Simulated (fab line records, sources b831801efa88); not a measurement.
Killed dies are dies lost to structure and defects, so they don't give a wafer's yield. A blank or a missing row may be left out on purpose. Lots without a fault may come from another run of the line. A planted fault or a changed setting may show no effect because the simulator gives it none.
A struck lot beside a sound one | flow sky130 | 19 steps out of a route of 708
Sound: wafers L840.2, L840.3, L840.4. Struck: wafers L844.3, L844.4, L844.5. The cause comes at the end.
At each step with rows: each side's tool, then ch and its chambers, then its first start. Under that, the readings that differ: sound wafers | struck wafers | difference of the means | sigmas: that difference in standard deviations of wafers without a fault.
alike: readings whose means differ by less than 2 such deviations, and words and numbers that are the same on both sides. not compared: withheld readings, readings that some wafer has no value for, bounds like >300 that may hide the same value, and numbers for which the record gives no deviation and whose values overlap.
The two part at a step that has a row with sigmas, a row that says differs or no value, or rows on one side only. Numbers that don't overlap but have no deviation are shown without sigmas and don't part them. A reading that every wafer of one side lacks parts them only if that side has two wafers or more.

first, 2 steps without rows for these wafers: SKY_RES_PROTECT_DEVELOP_06 (develop time 60 s); SKY_POLY_GATE_IMPLANT_02.
SKY_RES_PROTECT_STRIP_07: strips in O2/N2.
  sound on plasma_asher-02 ch 0,1, day 17 19:04; struck on plasma_asher-01 ch 0,1, day 19 07:04
  alike: drypump_motor_current_A, oes_product_au, strip_time_to_endpoint_s
  not compared: rf_hours_counter_h
SKY_RES_PROTECT_TW_MEAS_08:
  sound on film_metro-01, day 17 19:11; struck on film_metro-02, day 19 07:10
  alike: POLY_GATE_TW
then, 2 steps without rows for these wafers: SKY_RES_PROTECT_CLEAN_09 (cleans in SC1/SC2, time 150 s); SKY_POLY_GATE_CVD_03 (deposits Si3N4 from DCS/NH3, target thk 75 nm, time 1290 s).
SKY_POLY_GATE_THK_MEAS_04:
  sound on film_metro-02, day 17 22:12; struck on film_metro-02, day 19 08:38
  alike: POLY_GATE_CVD_03_THK
then, 5 steps without rows for these wafers: SKY_POLY_GATE_DEHYDRATE_05 (time 60 s); SKY_POLY_GATE_HMDS_06 (prime time 60 s); SKY_POLY_GATE_COAT_07 (resist thk 110 nm); SKY_POLY_GATE_COAT_08 (resist thk 450 nm); SKY_POLY_GATE_SOFTBAKE_09 (time 90 s).
SKY_POLY_GATE_EXPOSE_10: exposes mask P1M, target cd 150 nm.
  sound on krf_scanner-02 ch 0, day 18 13:26; struck on krf_scanner-02 ch 0, day 20 00:52
  reading                           | sound             | struck            | difference | sigmas
  model.POLY_GATE.overlay_x_nm (nm) | 8.958 8.958 8.958 | 29.75 29.75 29.75 | +20.79     |
  alike: mask
then, 2 steps without rows for these wafers: SKY_POLY_GATE_PEB_11; SKY_POLY_GATE_DEVELOP_12 (develop time 60 s).
SKY_POLY_GATE_CD_MEAS_13: target cd 150 nm.
  sound on cd_sem-01, day 19 05:27; struck on cd_sem-01, day 20 17:09
  alike: cd_nm
SKY_POLY_GATE_OVL_MEAS_14:
  sound on overlay-01, day 19 05:34; struck on overlay-01, day 20 17:14
  reading            | sound  | struck   | difference | sigmas
  POLY_GATE_OVL (nm) | 4 -3 1 | 31 29 30 | +29        | +6
SKY_POLY_GATE_ETCH_15: etches BARC in N2/H2, stops on SiO2, time 118.5 s, target depth 110 nm.
  sound on rie_diel-02 ch 0,2,3, day 19 05:35; struck on rie_diel-04 ch 2,3, day 20 17:16
  alike: drypump_motor_current_A, oes_product_au, throttle_valve_pct
  not compared: rf_hours_counter_h
-- the record jumps here: 28 days lie between the struck wafers' starts before and after (it left off in module POLY_GATE and takes up again in module PAD_OPEN, whose first step shown is number 708 of the route) --
SKY_PAD_OPEN_PROBE_99:
  sound on prober-02, day 47 22:47; struck on prober-02, day 48 22:15
  reading                                  | sound            | struck            | difference | sigmas
  model.etest.licon_to_gate.bv_left_v (V)  | 24.7 25.6 26.08  | 14.77 14.4 14.13  | -11.03     |
  model.etest.licon_to_gate.bv_right_v (V) | 24.29 25.07 25.8 | 36.26 35.65 35.72 | +10.82     |
  alike: killed_at_M0_to_M3, killed_at_M4_up, killed_at_contacts, killed_at_front_end, killed_at_other, killed_dies, killed_open, killed_short, model.etest.licon_to_gate.over_limit

WHERE THEY PART
Only at SKY_POLY_GATE_OVL_MEAS_14, within this record. Later steps at which nothing parts them and some readings are alike: SKY_POLY_GATE_ETCH_15, SKY_PAD_OPEN_PROBE_99.

WHY: what the simulator had put in
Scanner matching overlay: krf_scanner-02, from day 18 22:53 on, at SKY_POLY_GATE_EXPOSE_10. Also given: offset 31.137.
